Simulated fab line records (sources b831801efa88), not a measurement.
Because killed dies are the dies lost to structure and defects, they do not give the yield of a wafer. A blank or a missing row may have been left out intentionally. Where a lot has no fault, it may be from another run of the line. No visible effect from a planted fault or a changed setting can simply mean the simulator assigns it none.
fab line records ; flow sky130
record: lots: 13; wafers: 39; last_day: 50
route steps=708 shown LOCAL_INTERCONNECT@405 METAL4@630 VIA4@642 PAD_OPEN@708
lots that met no fault: from a run of the same line without faults
start_h: hours from the record's first day to the start of the lot's first wafer shown ; wait_h: hours elapsed since this lot's preceding step ; " same as the row above ; L1.1+2: one row covering several wafers at once ; - no value, or no start was given ; * or withheld: withheld ; < > ~ a bound
route shown NAME@n: NAME is a module with steps in the file, n the number in the route of the first one ; usual: mean/standard deviation taken from wafers without a fault ; same: alike in all rows ; chamber/n: place in a boat ; sites: each site's reading ; _std_site: standard deviation of those values ; _edge_site: mean of outer sites minus mean of inner sites ; radius_mm: how far each site lies from the wafer's centre ; mask NAME#n: copy n ; behind: the most recent tool/chamber to have shaped the wafer ; hold: cause of the lot's hold/its duration in hours/its outcome ; device: the transistor (n, p or np) that didn't switch ; end of line: the same wafers' tests at the end of the route ; a step without rows: its recipe alone ; killed: count of dies lost to structure and defects at first sort (not the wafer's yield) ; map: a wafer's dies, marking killed ones x, the rest . and places with no die _
set.NAME: the setting the step ran with; set.NAME@STEP: the setting that earlier step ran with ; model.NAME: the simulator's own value behind a step, which no gauge read
steps of the route over a sample of lots; a table a step, a row a wafer
services: from which hour (start_h, from the record's first day; less than 0 if before it) a tool's chamber was out of use, for how many hours, and why
== steps ==
step: SKY_LOCAL_INTERCONNECT_CLEAN_18
recipe: chemistry: O3/DIW; dry: n2_spin
lot.wafer;tool;chamber;start_h;wait_h
L509.2+3+5;wet_bench-02;3;701.72;0.0
L510.1+5+6;wet_bench-01;0;727.81;0.0
L512.2+4+5;wet_bench-02;1;731.73;0.0
L515.1+4+6;wet_bench-04;2;759.06;0.0
L519.1+3+4;wet_bench-04;1;790.57;0.0
L522.1+2+5;wet_bench-02;1;812.80;0.0
L524.1+2+3;wet_bench-04;0;823.35;0.0
L525.1+4+6;wet_bench-04;2;833.84;0.0
L526.1+2+6;wet_bench-04;0;848.20;0.0
L528.1+3+6;wet_bench-02;3;864.09;0.0
L530.1+4+6;wet_bench-04;0;864.91;0.0
L529.1+3+5;wet_bench-01;3;875.35;0.0
L531.2+5+6;wet_bench-02;1;880.91;0.0
step: SKY_METAL4_OVL_MEAS_14
usual: METAL4_OVL: -1/5.7
lot.wafer;tool;chamber;start_h;wait_h;METAL4_OVL[nm]
L509.2;overlay-01;-;973.63;0.1;-7
L509.3;overlay-01;-;973.63;0.1;-5
L509.5;overlay-01;-;973.63;0.1;1
L510.1;overlay-01;-;999.54;0.1;-5
L510.5;overlay-01;-;999.54;0.1;2
L510.6;overlay-01;-;999.54;0.1;-2
L512.2;overlay-01;-;1000.90;0.1;-4
L512.4;overlay-01;-;1000.90;0.1;1
L512.5;overlay-01;-;1000.90;0.1;8
L515.1;overlay-02;-;1025.08;0.1;-6
L515.4;overlay-02;-;1025.08;0.1;0
L515.6;overlay-02;-;1025.08;0.1;7
L519.1;overlay-02;-;1053.39;0.1;-1
L519.3;overlay-02;-;1053.39;0.1;3
L519.4;overlay-02;-;1053.39;0.1;2
L522.1;overlay-01;-;1069.68;0.1;8
L522.2;overlay-01;-;1069.68;0.1;3
L522.5;overlay-01;-;1069.68;0.1;11
L524.1;overlay-02;-;1079.08;0.1;-4
L524.2;overlay-02;-;1079.08;0.1;-1
L524.3;overlay-02;-;1079.08;0.1;-5
L525.1;overlay-02;-;1088.54;0.1;-2
L525.4;overlay-02;-;1088.54;0.1;-7
L525.6;overlay-02;-;1088.54;0.1;10
L526.1;overlay-02;-;1099.60;0.1;-10
L526.2;overlay-02;-;1099.60;0.1;-3
L526.6;overlay-02;-;1099.60;0.1;2
L528.1;overlay-01;-;1107.93;0.1;6
L528.3;overlay-01;-;1107.93;0.1;-1
L528.6;overlay-01;-;1107.93;0.1;0
L530.1;overlay-02;-;1110.50;0.1;-6
L530.4;overlay-02;-;1110.50;0.1;-8
L530.6;overlay-02;-;1110.50;0.1;-12
L529.1;overlay-02;-;1117.60;0.1;-4
L529.3;overlay-02;-;1117.60;0.1;-5
L529.5;overlay-02;-;1117.60;0.1;-6
L531.2;overlay-02;-;1123.43;0.1;-5
L531.5;overlay-02;-;1123.43;0.1;-6
L531.6;overlay-02;-;1123.43;0.1;0
step: SKY_VIA4_BOW_MEAS_03
recipe: mode: bow
usual: VIA4_BOW: 77/9.3
lot.wafer;tool;chamber;start_h;wait_h;VIA4_BOW[um]
L509.2;film_metro-02;-;975.20;0.2;69
L509.3;film_metro-02;-;975.20;0.2;81
L509.5;film_metro-02;-;975.20;0.2;70
L510.1;film_metro-03;-;1001.04;0.2;84
L510.5;film_metro-03;-;1001.04;0.2;78
L510.6;film_metro-03;-;1001.04;0.2;95
L512.2;film_metro-03;-;1002.41;0.2;66
L512.4;film_metro-03;-;1002.41;0.2;85
L512.5;film_metro-03;-;1002.41;0.2;82
L515.1;film_metro-03;-;1026.57;0.1;75
L515.4;film_metro-03;-;1026.57;0.1;85
L515.6;film_metro-03;-;1026.57;0.1;82
L519.1;film_metro-04;-;1054.89;0.1;79
L519.3;film_metro-04;-;1054.89;0.1;77
L519.4;film_metro-04;-;1054.89;0.1;73
L522.1;film_metro-04;-;1071.35;0.2;78
L522.2;film_metro-04;-;1071.35;0.2;73
L522.5;film_metro-04;-;1071.35;0.2;76
L524.1;film_metro-03;-;1080.64;0.1;71
L524.2;film_metro-03;-;1080.64;0.1;60
L524.3;film_metro-03;-;1080.64;0.1;64
L525.1;film_metro-03;-;1090.29;0.2;81
L525.4;film_metro-03;-;1090.29;0.2;73
L525.6;film_metro-03;-;1090.29;0.2;84
L526.1;film_metro-04;-;1101.13;0.1;99
L526.2;film_metro-04;-;1101.13;0.1;103
L526.6;film_metro-04;-;1101.13;0.1;90
L528.1;film_metro-02;-;1109.61;0.2;75
L528.3;film_metro-02;-;1109.61;0.2;88
L528.6;film_metro-02;-;1109.61;0.2;77
L530.1;film_metro-04;-;1112.00;0.2;75
L530.4;film_metro-04;-;1112.00;0.2;73
L530.6;film_metro-04;-;1112.00;0.2;71
L529.1;film_metro-04;-;1119.16;0.2;75
L529.3;film_metro-04;-;1119.16;0.2;85
L529.5;film_metro-04;-;1119.16;0.2;63
L531.2;film_metro-03;-;1124.99;0.3;75
L531.5;film_metro-03;-;1124.99;0.3;75
L531.6;film_metro-03;-;1124.99;0.3;88
step: SKY_VIA4_THK_MEAS_20
recipe: thk_meas_gauge: xrf; reads: W_of_VIA4_CVD_18
usual: VIA4_W_THK: 506/7.3
lot.wafer;tool;chamber;start_h;wait_h;VIA4_W_THK[nm]
L509.2;film_metro-04;-;1000.22;0.1;514
L509.3;film_metro-04;-;1000.22;0.1;516
L509.5;film_metro-04;-;1000.22;0.1;521
L510.1;film_metro-02;-;1025.51;0.1;499
L510.5;film_metro-02;-;1025.51;0.1;503
L510.6;film_metro-02;-;1025.51;0.1;501
L512.2;film_metro-02;-;1026.63;0.1;496
L512.4;film_metro-02;-;1026.63;0.1;496
L512.5;film_metro-02;-;1026.63;0.1;501
L515.1;film_metro-04;-;1049.01;0.1;497
L515.4;film_metro-04;-;1049.01;0.1;500
L515.6;film_metro-04;-;1049.01;0.1;504
L519.1;film_metro-03;-;1078.10;0.1;493
L519.3;film_metro-03;-;1078.10;0.1;496
L519.4;film_metro-03;-;1078.10;0.1;498
L522.1;film_metro-04;-;1092.92;0.1;508
L522.2;film_metro-04;-;1092.92;0.1;510
L522.5;film_metro-04;-;1092.92;0.1;508
L524.1;film_metro-02;-;1102.66;0.1;509
L524.2;film_metro-02;-;1102.66;0.1;502
L524.3;film_metro-02;-;1102.66;0.1;503
L525.1;film_metro-03;-;1110.39;0.1;504
L525.4;film_metro-03;-;1110.39;0.1;509
L525.6;film_metro-03;-;1110.39;0.1;507
L526.1;film_metro-04;-;1122.44;0.1;524
L526.2;film_metro-04;-;1122.44;0.1;519
L526.6;film_metro-04;-;1122.44;0.1;520
L528.1;film_metro-02;-;1130.61;0.1;497
L528.3;film_metro-02;-;1130.61;0.1;493
L528.6;film_metro-02;-;1130.61;0.1;502
L530.1;film_metro-03;-;1132.00;0.1;502
L530.4;film_metro-03;-;1132.00;0.1;509
L530.6;film_metro-03;-;1132.00;0.1;504
L529.1;film_metro-02;-;1139.58;0.1;500
L529.3;film_metro-02;-;1139.58;0.1;505
L529.5;film_metro-02;-;1139.58;0.1;499
L531.2;film_metro-04;-;1145.09;0.1;507
L531.5;film_metro-04;-;1145.09;0.1;505
L531.6;film_metro-04;-;1145.09;0.1;507
step: SKY_PAD_OPEN_PROBE_99
usual: killed_at_M0_to_M3: 44/7.3; killed_at_M4_up: 3.5/1.8; killed_at_contacts: 24/5.8; killed_at_front_end: 16/4.3; killed_at_other: 0.5/0.68; killed_dies: 88/9.4; killed_open: 48/6.8; killed_short: 40/6.1
same: gross_dies: 492; killed_at_back_side: 0
lot.wafer;tool;chamber;start_h;wait_h;killed_at_M0_to_M3;killed_at_M4_up;killed_at_contacts;killed_at_front_end;killed_at_other;killed_dies;killed_open;killed_short
L522.1;prober-02;-;1153.74;0.1;38;3;73;17;0;131;40;37
L522.2;prober-02;-;1153.79;0.1;28;8;78;14;0;128;38;34
L522.5;prober-02;-;1153.94;0.2;39;4;86;8;1;138;40;45
killed by level:class
L522.1 LOCAL_INTERCONNECT:unspecified=53 CONTACT:geometric_particle:open=10 VIA1:geometric_particle:open=9 METAL2:geometric_particle:short=6 METAL1:geometric_particle:short=5 VIA3:geometric_particle:open=5 POLY_GATE:geometric_particle:open=4 FIELD_ISO:geometric_particle:short=3
L522.2 LOCAL_INTERCONNECT:unspecified=56 LI_CONTACT:geometric_particle:open=7 LOCAL_INTERCONNECT:geometric_particle:short=7 METAL4:geometric_particle:short=7 VIA1:geometric_particle:open=7 VIA3:geometric_particle:open=7 CONTACT:geometric_particle:open=5 POLY_GATE:geometric_particle:short=4
L522.5 LOCAL_INTERCONNECT:unspecified=51 CONTACT:geometric_particle:open=13 VIA1:geometric_particle:open=9 LOCAL_INTERCONNECT:geometric_particle:short=7 LI_CONTACT:geometric_particle:open=6 METAL1:geometric_particle:short=6 VIA1:geometric_particle:short=5 FIELD_ISO:geometric_particle:short=4
== services ==
tool;chamber;start_h;hours;kind
wet_bench-01;-;703.66;1.4;repair
wet_bench-04;-;751.30;1.9;pm
wet_bench-02;-;783.03;1.1;repair
wet_bench-01;-;788.89;1.7;repair
wet_bench-02;-;873.65;3.7;repair
== key ==
first_sign: step: SKY_PAD_OPEN_PROBE_99; reading: killed_at_contacts; direction: up; sigmas: 9.5; usual: 24; struck: 79
effect: step: SKY_PAD_OPEN_PROBE_99; reading: killed_dies; direction: up; sigmas: 4.7; usual: 88; struck: 132
met_at SKY_LOCAL_INTERCONNECT_CLEAN_18
struck_lots L522
struck_wafers L522.1,L522.2,L522.5
tester_left_out L522
not_acting_at SKY_METAL4_OVL_MEAS_14,SKY_VIA4_BOW_MEAS_03,SKY_VIA4_THK_MEAS_20
onset_between 731.73 812.80
fault: kind: chamber_particle_source; tool: wet_bench-02; chamber: 1; onset_h: 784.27; steps: SKY_LOCAL_INTERCONNECT_CLEAN_18; rate_per_visit_cm2: 0.90173; end_h: 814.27
tester_left_out: of these lots the tester's yield and bins aren't shown, on N5 and GAA mostly nor the transistor test; their killed dies are dies lost to structure and defects alone, not to doping, threshold or leakage, so they don't give the yield
